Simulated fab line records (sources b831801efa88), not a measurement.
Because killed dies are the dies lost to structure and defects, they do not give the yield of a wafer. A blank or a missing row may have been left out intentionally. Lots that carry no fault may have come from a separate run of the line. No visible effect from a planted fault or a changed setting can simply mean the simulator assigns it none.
What tool caused it? | flow sky130 | Sampling: 11 lots, 33 wafers, 3 of 708 route steps

## WHAT THE GAUGES READ, wafer by wafer
SKY_METAL3_CD_MEAS_13 targets a cd of 300 nm. Usual: cd_nm 299.7 nm, standard deviation 1.6.
lot  | measured     | on        | cd_nm (nm)        | flag
L977 | day 38 11:57 | cd_sem-02 | 298.8 300.2 299.7 |
L983 | day 40 07:02 | cd_sem-02 | 299.1 298.9 298.8 |
L986 | day 41 14:36 | cd_sem-02 | 298.5 297.7 298.4 |
L988 | day 42 08:01 | cd_sem-02 | 299.8 301.2 299.9 |
L989 | day 42 14:26 | cd_sem-02 | 306.2 306.7 305.5 | OFF
L991 | day 43 01:52 | cd_sem-02 | 307.3 306.9 308.6 | OFF
L992 | day 43 07:38 | cd_sem-02 | 304.8 305.6 305.9 | OFF
L994 | day 43 20:14 | cd_sem-02 | 299.0 300.3 299.3 |
L996 | day 44 04:59 | cd_sem-02 | 299.1 300.2 300.1 |
L998 | day 44 16:14 | cd_sem-02 | 299.9 299.7 300.7 |
L100 | day 44 23:53 | cd_sem-01 | 298.6 298.8 299.6 |

## TOOL THAT RAN EACH LOT (tool first, then ch and the chambers of the sampled wafers, then the start)
lot  | SKY_CAPM_STRIP_14                    | SKY_METAL3_EXPOSE_10
L977 | plasma_asher-04 ch 0,1, day 37 08:58 | krf_scanner-01 ch 0, day 37 23:52
L983 | plasma_asher-03 ch 0,1, day 39 06:44 | krf_scanner-01 ch 0, day 39 18:54
L986 | plasma_asher-03 ch 0,1, day 40 14:16 | krf_scanner-01 ch 0, day 41 03:40
L988 | plasma_asher-03 ch 0,1, day 41 07:49 | krf_scanner-02 ch 0, day 41 19:58
L989 | plasma_asher-04 ch 0,1, day 41 14:10 | krf_scanner-01 ch 0, day 42 03:24
L991 | plasma_asher-03 ch 0,1, day 42 02:40 | krf_scanner-01 ch 0, day 42 14:44
L992 | plasma_asher-03 ch 0,1, day 42 09:13 | krf_scanner-01 ch 0, day 42 20:33
L994 | plasma_asher-01 ch 0,1, day 42 21:11 | krf_scanner-02 ch 0, day 43 09:38
L996 | plasma_asher-03 ch 0,1, day 43 06:17 | krf_scanner-02 ch 0, day 43 17:56
L998 | plasma_asher-03 ch 0,1, day 43 17:41 | krf_scanner-02 ch 0, day 44 06:03
L100 | plasma_asher-04 ch 0,1, day 44 01:26 | krf_scanner-02 ch 0, day 44 12:29
- SKY_CAPM_STRIP_14: strips in O2/N2.
- SKY_METAL3_EXPOSE_10: exposes mask MM3, target cd 300 nm.

## WHAT THE TOOLS THEMSELVES READ (means of the sampled wafers that have a number; where no wafer has one, the mark that the record gives instead)
SKY_CAPM_STRIP_14. Usual: drypump_motor_current_A 5.6 A, standard deviation 0.46; oes_product_au 0.710 a.u., standard deviation 0.0049; strip_time_to_endpoint_s 12.62 s, standard deviation 0.045.
lot  | tool            | drypump_motor_current_A (A) | oes_product_au (a.u.) | strip_time_to_endpoint_s (s) | flag
L977 | plasma_asher-04 | 5.6                         | 0.712                 | 12.61                        |
L983 | plasma_asher-03 | 5.8                         | 0.709                 | 12.62                        |
L986 | plasma_asher-03 | 5.7                         | 0.710                 | 12.65                        |
L988 | plasma_asher-03 | 5.8                         | 0.713                 | 12.61                        |
L989 | plasma_asher-04 | 5.6                         | 0.710                 | 12.62                        |
L991 | plasma_asher-03 | 5.8                         | 0.713                 | 12.64                        |
L992 | plasma_asher-03 | 5.7                         | 0.707                 | 12.60                        |
L994 | plasma_asher-01 | 5.5                         | 0.712                 | 12.70                        |
L996 | plasma_asher-03 | 5.8                         | 0.715                 | 12.52                        |
L998 | plasma_asher-03 | 5.8                         | 0.711                 | 12.67                        |
L100 | plasma_asher-04 | 5.6                         | 0.703                 | 12.64                        |

SKY_METAL3_EXPOSE_10. Usual: exposure_dose_mJ_cm2 28.00, standard deviation 0.031.
lot  | tool           | exposure_dose_mJ_cm2 | flag
L977 | krf_scanner-01 | 27.98                |
L983 | krf_scanner-01 | 27.99                |
L986 | krf_scanner-01 | 27.98                |
L988 | krf_scanner-02 | 27.96                |
L989 | krf_scanner-01 | 26.89                | OFF
L991 | krf_scanner-01 | 27.08                | OFF
L992 | krf_scanner-01 | 27.14                | OFF
L994 | krf_scanner-02 | 27.99                |
L996 | krf_scanner-02 | 28.01                |
L998 | krf_scanner-02 | 27.99                |
L100 | krf_scanner-02 | 28.03                |

## THE ANSWER, worked out from the rows above alone
Rule: lot off if the mean of its wafers having a number is beyond 3 standard deviations from the usual mean. Also off: a lot with no number at a reading for which 4 or more lots have one. Any other lot the step has rows for is counted as sound. Order of review: gauges by route order, followed by the tools' own readings, for which a lot's mean as printed above is used. At the first step where some lot is off, the reading lying furthest off is the one used; lots without a number count as furthest.
Off at SKY_METAL3_CD_MEAS_13 (cd_nm): L989, L991, L992.
If a tool, at a process step before that reading, ran all the lots that are off and no sound lot after the first of them, it fits. The gauges at SKY_METAL3_CD_MEAS_13 aren't tried: what is off there is off at SKY_METAL3_EXPOSE_10 too, on other tools, and a gauge's error can't cause that. One fits: SKY_METAL3_EXPOSE_10 on krf_scanner-01. A fault onset in the window from L986 (day 41 03:40, its last sound lot) to L989 (day 42 03:24, its first lot off) fits.
On the lots that are off, the tool's own readings at SKY_METAL3_EXPOSE_10 differ by more than 5 times the standard deviation of the sound lots' means, which bears it out; exposure_dose_mJ_cm2 reads 27.04 there versus 27.99 on the sound lots.

## WHAT THE SIMULATOR PUT IN
Process parameter drift: krf_scanner-01, from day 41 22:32 on, at SKY_METAL3_EXPOSE_10. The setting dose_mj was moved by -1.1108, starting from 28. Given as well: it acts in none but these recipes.
Struck lots among those shown: L989, L991, L992. The rule above found the same.
